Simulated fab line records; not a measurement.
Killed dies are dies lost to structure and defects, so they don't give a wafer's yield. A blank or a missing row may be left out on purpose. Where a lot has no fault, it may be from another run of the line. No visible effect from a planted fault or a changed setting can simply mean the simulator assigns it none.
fab line records    flow sky130
record lots=14  wafers=42  last-day=50
route steps=708 shown POLY_CUT@315 SD_P@329 SD_N@350 LI_CONTACT@365
lots that met no fault: taken from a fault-free run of the same line
start-h: start of the lot's first displayed wafer, in hours after the record's first day    wait-h: how many hours have passed since the lot's step before this one    " unchanged from the row above    L1.1+2: one row covering several wafers at once    - no value present, or no start provided    * or withheld: withheld    < > ~ a bound
route shown NAME@n: NAME is a module with steps in the file, n the number in the route of the first one    usual: the fault-free wafers' mean and standard deviation    same: alike in all rows    chamber/n: place in a boat    sites: the reading at each site    _std_site: standard deviation of those values    _edge_site: inner sites' mean taken away from outer sites' mean    radius-mm: for every site, how far away it sits from the centre of the wafer    mask NAME#n: copy n    behind: the most recent tool/chamber to have shaped the wafer    hold: why the lot went on hold/how many hours it stayed there/how the hold came to an end    device: the n, p or np transistor that did not switch    end of line: the same wafers' tests at the end of the route    step lacking rows: just its recipe    killed: not the wafer's yield, but the dies lost to structure and defects at the first sort    map: the dies of a wafer, with x for killed, . for not killed, _ for no die there
set.NAME: the setting as run; set.NAME@STEP: as run at that earlier step    model.NAME: the simulator's own value behind a step, which no gauge read
one table for each step of the route and one row for each wafer, over a sample of lots
services: from which hour (start-h, from the record's first day; less than 0 if before it) a tool's chamber was out of use, for how many hours, and why
## steps
# step SKY_POLY_CUT_CD_MEAS_08
# recipe target-cd-nm=270
# usual cd-nm=270.1/1.5
lot.wafer  tool       chamber  start-h  wait-h  cd-nm
L949.2     cd-sem-02  -        562.85   -       271.8
L949.3     "          -        "        "       270.6
L949.6     "          -        "        "       271.5
L948.1     cd-sem-01  -        564.20   -       270.7
L948.3     "          -        "        "       272.3
L948.6     "          -        "        "       272.4
L951.1     cd-sem-02  -        582.93   -       269.1
L951.4     "          -        "        "       271.3
L951.5     "          -        "        "       269.3
L953.3     cd-sem-02  -        617.74   -       268.8
L953.4     "          -        "        "       271.1
L953.6     "          -        "        "       271.0
L955.3     cd-sem-02  -        618.09   -       270.3
L955.4     "          -        "        "       270.8
L955.6     "          -        "        "       270.8
L954.1     cd-sem-01  -        621.06   -       269.4
L954.4     "          -        "        "       269.6
L954.5     "          -        "        "       269.8
L956.2     cd-sem-02  -        627.95   -       272.2
L956.3     "          -        "        "       270.0
L956.5     "          -        "        "       271.7
L960.1     cd-sem-02  -        662.81   -       267.8
L960.2     "          -        "        "       267.3
L960.6     "          -        "        "       269.6
L964.3     cd-sem-02  -        692.39   -       269.1
L964.4     "          -        "        "       268.1
L964.6     "          -        "        "       268.0
L965.1     cd-sem-02  -        696.03   -       270.7
L965.2     "          -        "        "       272.0
L965.4     "          -        "        "       272.0
L966.3     cd-sem-02  -        700.85   -       268.6
L966.5     "          -        "        "       269.5
L966.6     "          -        "        "       270.1
L968.1     cd-sem-01  -        726.41   -       268.2
L968.5     "          -        "        "       268.7
L968.6     "          -        "        "       269.1
L969.3     cd-sem-01  -        730.04   -       272.3
L969.5     "          -        "        "       270.2
L969.6     "          -        "        "       270.1
L970.1     cd-sem-01  -        735.01   -       268.7
L970.3     "          -        "        "       269.3
L970.4     "          -        "        "       269.3
# step SKY_SD_P_IMPLANT_09
# recipe species=BF2  energy-kev=19.64  dose-cm2=3e+15  tilt-deg=0
# usual beam-energy-keV=19.639/0.0062  beam-on-s=14.6/1.2
lot.wafer  tool          chamber  start-h  wait-h  beam-energy-keV  beam-on-s
L949.2     implanter-04  0        592.98   0.0     19.632           13.1
L949.3     "             0        "        "       19.636           13.6
L949.6     "             0        "        "       19.631           13.2
L948.1     implanter-03  0        593.78   0.0     19.632           14.9
L948.3     "             0        "        "       19.637           14.7
L948.6     "             0        "        "       19.639           15.5
L951.1     implanter-02  0        612.58   0.0     19.644           16.4
L951.4     "             0        "        "       19.641           15.6
L951.5     "             0        "        "       19.629           15.7
L953.3     implanter-04  0        646.51   0.1     19.639           13.0
L953.4     "             0        "        "       19.646           13.0
L953.6     "             0        "        "       19.650           12.5
L955.3     implanter-02  0        646.63   0.1     19.640           15.6
L955.4     "             0        "        "       19.646           15.5
L955.6     "             0        "        "       19.646           16.1
L954.1     implanter-03  -        649.41   0.0     -                -
L954.4     "             -        "        "       -                -
L954.5     "             -        "        "       -                -
L956.2     implanter-03  -        656.70   0.0     -                -
L956.3     "             -        "        "       -                -
L956.5     "             -        "        "       -                -
L960.1     implanter-04  0        690.96   0.0     19.629           13.1
L960.2     "             0        "        "       19.633           13.3
L960.6     "             0        "        "       19.637           13.3
L964.3     implanter-03  0        720.91   0.1     19.653           15.5
L964.4     "             0        "        "       19.643           15.4
L964.6     "             0        "        "       19.646           15.1
L965.1     implanter-03  0        724.16   0.0     19.634           14.8
L965.2     "             0        "        "       19.639           15.5
L965.4     "             0        "        "       19.643           15.2
L966.3     implanter-04  0        729.51   0.1     19.638           13.0
L966.5     "             0        "        "       19.637           13.2
L966.6     "             0        "        "       19.648           12.9
L968.1     implanter-02  0        753.91   0.0     19.640           16.3
L968.5     "             0        "        "       19.637           15.8
L968.6     "             0        "        "       19.637           15.2
L969.3     implanter-03  0        758.21   0.1     19.656           15.2
L969.5     "             0        "        "       19.651           15.0
L969.6     "             0        "        "       19.638           14.8
L970.1     implanter-04  0        763.13   0.0     19.643           13.4
L970.3     "             0        "        "       19.644           13.3
L970.4     "             0        "        "       19.637           13.5
# step SKY_SD_P_STRIP_10
# recipe chemistry=O2/N2  power-w=1400  pressure-mtorr=1500  platen-temp-c=withheld  o2-flow-sccm=3000  n2-flow-sccm=300  overash-fraction=0.5
# usual drypump-motor-current-A=5.6/0.61  oes-product-au=0.619/0.0048  strip-time-to-endpoint-s=17.42/0.048
lot.wafer  tool             chamber  start-h  wait-h  drypump-motor-current-A  oes-product-au  rf-hours-counter-h  strip-time-to-endpoint-s
L949.2     plasma-asher-03  1        593.11   0.1     5.9                      0.612           76                  17.42
L949.3     "                1        "        "       5.9                      0.617           -                   17.44
L949.6     "                0        "        "       4.9                      0.623           -                   17.45
L948.1     plasma-asher-03  0        593.93   0.1     4.9                      0.610           76                  17.41
L948.3     "                1        "        "       5.9                      0.613           -                   17.41
L948.6     "                1        "        "       5.9                      0.617           -                   17.36
L951.1     plasma-asher-01  1        612.73   0.1     6.1                      0.616           18                  17.39
L951.4     "                1        "        "       6.1                      0.620           -                   17.39
L951.5     "                0        "        "       6.5                      0.618           -                   17.34
L953.3     plasma-asher-03  0        646.65   0.1     4.9                      0.624           -                   17.43
L953.4     "                1        "        "       5.9                      0.619           -                   17.45
L953.6     "                1        "        "       5.9                      0.614           -                   17.46
L955.3     plasma-asher-01  0        646.77   0.1     6.5                      0.605           -                   17.32
L955.4     "                1        "        "       6.1                      0.614           -                   17.39
L955.6     "                1        "        "       6.1                      0.611           -                   17.36
L954.1     plasma-asher-03  1        649.56   0.1     5.9                      0.707           82                  14.16
L954.4     "                0        "        "       4.9                      0.717           -                   14.13
L954.5     "                0        "        "       4.9                      0.724           -                   14.15
L956.2     plasma-asher-04  1        656.83   0.1     4.9                      0.722           95                  14.12
L956.3     "                1        "        "       4.9                      0.716           -                   14.15
L956.5     "                1        "        "       4.9                      0.721           -                   14.12
L960.1     plasma-asher-03  0        691.11   0.1     4.9                      0.613           86                  17.39
L960.2     "                1        "        "       5.9                      0.622           86                  17.41
L960.6     "                0        "        "       4.9                      0.624           -                   17.39
L964.3     plasma-asher-04  1        721.04   0.1     4.9                      0.618           -                   17.47
L964.4     "                0        "        "       6.0                      0.614           -                   17.45
L964.6     "                0        "        "       6.0                      0.623           -                   17.49
L965.1     plasma-asher-03  0        724.31   0.1     4.9                      0.623           89                  17.39
L965.2     "                1        "        "       5.9                      0.625           89                  17.39
L965.4     "                1        "        "       5.9                      0.619           -                   17.38
L966.3     plasma-asher-04  1        729.64   0.1     4.9                      0.623           -                   17.46
L966.5     "                0        "        "       6.0                      0.625           -                   17.45
L966.6     "                1        "        "       4.9                      0.617           -                   17.43
L968.1     plasma-asher-03  1        754.06   0.1     5.9                      0.624           92                  17.42
L968.5     "                0        "        "       4.9                      0.619           -                   17.38
L968.6     "                1        "        "       5.9                      0.624           -                   17.39
L969.3     plasma-asher-01  1        758.35   0.1     6.0                      0.620           -                   17.43
L969.5     "                1        "        "       6.1                      0.618           -                   17.45
L969.6     "                0        "        "       6.5                      0.632           -                   17.51
L970.1     plasma-asher-04  0        763.28   0.1     6.0                      0.626           2                   17.40
L970.3     "                0        "        "       6.0                      0.621           -                   17.41
L970.4     "                1        "        "       4.9                      0.615           -                   17.42
# step SKY_SD_P_TW_MEAS_11
# usual SD_P_TW=2811/18
lot.wafer  tool           chamber  start-h  wait-h  SD_P_TW
L949.2     film-metro-01  -        593.22   0.1     2835
L949.3     "              -        "        "       2830
L949.6     "              -        "        "       2833
L948.1     film-metro-03  -        594.03   0.1     2817
L948.3     "              -        "        "       2794
L948.6     "              -        "        "       2797
L951.1     film-metro-03  -        612.83   0.1     2802
L951.4     "              -        "        "       2808
L951.5     "              -        "        "       2787
L953.3     film-metro-03  -        646.73   0.1     2790
L953.4     "              -        "        "       2788
L953.6     "              -        "        "       2796
L955.3     film-metro-03  -        646.85   0.1     2798
L955.4     "              -        "        "       2783
L955.6     "              -        "        "       2786
L954.1     film-metro-02  -        649.66   0.1     30
L954.4     "              -        "        "       30
L954.5     "              -        "        "       30
L956.2     film-metro-01  -        656.94   0.1     30
L956.3     "              -        "        "       30
L956.5     "              -        "        "       30
L960.1     film-metro-03  -        691.21   0.1     2817
L960.2     "              -        "        "       2816
L960.6     "              -        "        "       2822
L964.3     film-metro-01  -        721.13   0.1     2821
L964.4     "              -        "        "       2809
L964.6     "              -        "        "       2809
L965.1     film-metro-02  -        724.41   0.1     2798
L965.2     "              -        "        "       2820
L965.4     "              -        "        "       2809
L966.3     film-metro-02  -        729.73   0.1     2799
L966.5     "              -        "        "       2813
L966.6     "              -        "        "       2812
L968.1     film-metro-02  -        754.16   0.1     2796
L968.5     "              -        "        "       2785
L968.6     "              -        "        "       2807
L969.3     film-metro-02  -        758.43   0.1     2806
L969.5     "              -        "        "       2797
L969.6     "              -        "        "       2798
L970.1     film-metro-02  -        763.38   0.1     2788
L970.3     "              -        "        "       2803
L970.4     "              -        "        "       2812
# step SKY_SD_N_OVL_MEAS_08
# usual SD_N_OVL=-0.8/1.1
lot.wafer  tool        chamber  start-h  wait-h  SD_N_OVL[nm]
L949.2     overlay-01  -        651.23   0.1     -1.4
L949.3     "           -        "        "       -1.1
L949.6     "           -        "        "       0.4
L948.1     overlay-02  -        651.35   0.1     -1.1
L948.3     "           -        "        "       -0.4
L948.6     "           -        "        "       -0.5
L951.1     overlay-01  -        669.93   0.1     -0.8
L951.4     "           -        "        "       0.7
L951.5     "           -        "        "       -0.3
L953.3     overlay-02  -        702.05   0.1     -1.0
L953.4     "           -        "        "       0.1
L953.6     "           -        "        "       -1.1
L955.3     overlay-01  -        702.19   0.1     0.0
L955.4     "           -        "        "       -1.0
L955.6     "           -        "        "       -0.1
L954.1     overlay-02  -        706.25   0.1     0.4
L954.4     "           -        "        "       1.2
L954.5     "           -        "        "       0.7
L956.2     overlay-01  -        711.80   0.1     -1.0
L956.3     "           -        "        "       -0.3
L956.5     "           -        "        "       0.1
L960.1     overlay-02  -        746.51   0.1     -0.5
L960.2     "           -        "        "       -2.5
L960.6     "           -        "        "       -1.7
L964.3     overlay-02  -        776.10   0.1     -1.6
L964.4     "           -        "        "       -1.0
L964.6     "           -        "        "       -3.5
L965.1     overlay-02  -        778.06   0.1     -2.2
L965.2     "           -        "        "       -1.9
L965.4     "           -        "        "       -1.1
L966.3     overlay-01  -        783.10   0.1     0.4
L966.5     "           -        "        "       0.2
L966.6     "           -        "        "       -0.7
L968.1     overlay-01  -        807.51   0.1     -0.8
L968.5     "           -        "        "       -2.0
L968.6     "           -        "        "       -0.1
L969.3     overlay-01  -        811.54   0.1     -3.3
L969.5     "           -        "        "       -1.7
L969.6     "           -        "        "       -1.0
L970.1     overlay-01  -        816.81   0.1     -2.2
L970.3     "           -        "        "       -2.0
L970.4     "           -        "        "       -1.0
# step SKY_SD_N_RS_MEAS_17
# recipe thk-meas-gauge=four-point-probe
# usual SD_P_RS=148.1/0.3
lot.wafer  tool           chamber  start-h  wait-h  SD_P_RS[ohm/sq]
L949.2     film-metro-03  -        652.09   0.1     147.7
L949.3     "              -        "        "       148.0
L949.6     "              -        "        "       148.2
L948.1     film-metro-01  -        652.24   0.1     148.7
L948.3     "              -        "        "       148.2
L948.6     "              -        "        "       148.7
L951.1     film-metro-03  -        670.80   0.1     148.3
L951.4     "              -        "        "       148.3
L951.5     "              -        "        "       148.7
L953.3     film-metro-03  -        702.92   0.1     148.0
L953.4     "              -        "        "       147.6
L953.6     "              -        "        "       147.7
L955.3     film-metro-02  -        703.09   0.1     148.0
L955.4     "              -        "        "       147.9
L955.6     "              -        "        "       148.0
L954.1     film-metro-03  -        707.09   0.1     133.0
L954.4     "              -        "        "       132.8
L954.5     "              -        "        "       132.6
L956.2     film-metro-01  -        712.65   0.1     132.7
L956.3     "              -        "        "       132.8
L956.5     "              -        "        "       133.0
L960.1     film-metro-01  -        747.35   0.1     148.2
L960.2     "              -        "        "       148.2
L960.6     "              -        "        "       148.0
L964.3     film-metro-03  -        776.97   0.1     148.1
L964.4     "              -        "        "       148.2
L964.6     "              -        "        "       148.2
L965.1     film-metro-03  -        778.90   0.1     147.8
L965.2     "              -        "        "       148.0
L965.4     "              -        "        "       148.2
L966.3     film-metro-03  -        783.98   0.1     148.0
L966.5     "              -        "        "       148.0
L966.6     "              -        "        "       148.0
L968.1     film-metro-02  -        808.34   0.1     148.3
L968.5     "              -        "        "       148.3
L968.6     "              -        "        "       148.7
L969.3     film-metro-03  -        812.41   0.1     148.0
L969.5     "              -        "        "       148.3
L969.6     "              -        "        "       147.8
L970.1     film-metro-02  -        817.65   0.1     148.0
L970.3     "              -        "        "       148.3
L970.4     "              -        "        "       148.3
# step SKY_LI_CONTACT_BOW_MEAS_03
# recipe mode=bow
# usual LI_CONTACT_BOW=56/7
lot.wafer  tool           chamber  start-h  wait-h  LI_CONTACT_BOW[um]
L949.2     film-metro-02  -        652.81   0.2     62
L949.3     "              -        "        "       52
L949.6     "              -        "        "       53
L948.1     film-metro-02  -        653.09   0.2     58
L948.3     "              -        "        "       64
L948.6     "              -        "        "       55
L951.1     film-metro-02  -        671.52   0.2     50
L951.4     "              -        "        "       54
L951.5     "              -        "        "       61
L953.3     film-metro-02  -        703.78   0.2     52
L953.4     "              -        "        "       62
L953.6     "              -        "        "       58
L955.3     film-metro-02  -        703.91   0.2     62
L955.4     "              -        "        "       59
L955.6     "              -        "        "       49
L960.1     film-metro-03  -        748.07   0.2     47
L960.2     "              -        "        "       53
L960.6     "              -        "        "       59
L964.3     film-metro-01  -        777.69   0.3     47
L964.4     "              -        "        "       49
L964.6     "              -        "        "       46
L965.1     film-metro-03  -        779.62   0.2     68
L965.2     "              -        "        "       54
L965.4     "              -        "        "       62
L966.3     film-metro-01  -        784.70   0.1     56
L966.5     "              -        "        "       47
L966.6     "              -        "        "       58
L968.1     film-metro-02  -        809.06   0.2     56
L968.5     "              -        "        "       51
L968.6     "              -        "        "       56
L969.3     film-metro-03  -        813.13   0.2     57
L969.5     "              -        "        "       47
L969.6     "              -        "        "       51
L970.1     film-metro-01  -        818.36   0.2     45
L970.3     "              -        "        "       43
L970.4     "              -        "        "       54
## services
tool             chamber  start-h  hours  kind
implanter-02     -        579.52   12.2   repair
plasma-asher-04  -        613.68   9.7    repair
plasma-asher-04  -        628.50   15.2   repair
implanter-02     -        637.43   3.3    pm
implanter-03     -        708.09   6.3    repair
implanter-04     -        715.84   2.7    repair
plasma-asher-01  -        716.31   1.6    repair
plasma-asher-04  -        733.75   9.0    pm
plasma-asher-04  0        733.75   9.0    vent-cycle
plasma-asher-04  1        733.75   9.0    vent-cycle
plasma-asher-04  0        742.75   -      clean
plasma-asher-04  1        742.75   -      clean
implanter-02     -        760.72   0.7    repair
## key
first-sign step=SKY_SD_P_IMPLANT_09  reading=tool-record  direction=missing
effect step=SKY_SD_P_STRIP_10  reading=strip-time-to-endpoint-s  direction=down  sigmas=69  usual=*  struck=*
effect step=SKY_SD_P_TW_MEAS_11  reading=SD_P_TW  direction=down  sigmas=99+  usual=2811  struck=30
effect step=SKY_SD_N_RS_MEAS_17  reading=SD_P_RS  direction=down  sigmas=50  usual=148.1  struck=132.8
met-at SKY_SD_P_IMPLANT_09
struck-lots L954,L956
later-rows-left-out L954.1,L954.4,L954.5,L956.2,L956.3,L956.5
sort-left-out L954.1,L954.4,L954.5,L956.2,L956.3,L956.5
tester-left-out L954,L956
not-acting-at SKY_POLY_CUT_CD_MEAS_08,SKY_SD_N_OVL_MEAS_08,SKY_LI_CONTACT_BOW_MEAS_03
onset-between 593.78 649.41
fault kind=skipped-step-whole  tool=implanter-03  chamber=-  onset-h=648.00  steps=SKY_SD_P_IMPLANT_09  scope=struck-lots-only
# tester-left-out: of these lots the tester's yield and bins aren't shown, on N5 and GAA mostly nor the transistor test; their killed dies are dies lost to structure and defects alone, not to doping, threshold or leakage, so they don't give the yield
# sort-left-out: the simulated sort isn't trusted on such a fault, so these wafers' sort isn't shown, and their yield isn't known
# later-rows-left-out: the simulator's readings of these wafers behind a module that went badly wrong aren't trusted and aren't shown, but for the sort
